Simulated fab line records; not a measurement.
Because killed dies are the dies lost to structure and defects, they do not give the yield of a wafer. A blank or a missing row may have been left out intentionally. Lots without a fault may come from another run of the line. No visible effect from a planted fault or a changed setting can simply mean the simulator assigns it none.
Matching of chambers + flow gf180mcu + pecvd-02 running GF_V5_CVD_02: 3 sister chambers
The step deposits SiO2 from TEOS, target thk 1450 nm, time 163.28 s. 6 wafers are shown with their chamber, then 6 later ones without.

## WAFERS WITH THEIR CHAMBER
| wafer  | chamber | heater-power-w (W) |
|--------|---------|--------------------|
| L435.5 | 1       | 839                |
| L436.1 | 1       | 862                |
| L436.3 | 0       | 704                |
| L436.5 | 2       | 780                |
| L442.3 | 2       | 706                |
| L442.4 | 0       | 704                |

## WAFERS WHOSE CHAMBER IS MISSING
| wafer  | heater-power-w (W) |
|--------|--------------------|
| L443.2 | 834                |
| L443.4 | 682                |
| L443.5 | 734                |
| L449.4 | 715                |
| L449.5 | 696                |
| L449.6 | 665                |

## WHICH CHAMBER EACH WENT THROUGH
| wafer  | from the rows above     | in truth                   |
|--------|-------------------------|----------------------------|
| L443.2 | 1                       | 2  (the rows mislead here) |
| L443.4 | can't be placed: 0 or 2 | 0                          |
| L443.5 | can't be placed: 2 or 0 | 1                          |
| L449.4 | can't be placed: 0 or 2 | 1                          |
| L449.5 | can't be placed: 0 or 2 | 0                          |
| L449.6 | can't be placed: 0 or 2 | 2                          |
Correct placement for 0 of the 6. These rows do not allow placing 5 (true chamber among the candidates in 3). Placed wrongly: 1.
How it was worked out, from the rows above alone: a wafer's distance from a chamber is the root of the sum, over the readings, of the square of ((its reading less the chamber's mean) divided by the reading's scatter). The wafer belongs to the nearest chamber; if the next one is less than 2 further off, it can't be placed. The mean given for a chamber averages the wafers shown for that chamber. The scatter: the root of (the sum of the squares of (reading less its chamber's mean) over the shown wafers, divided by (wafers less chambers)).
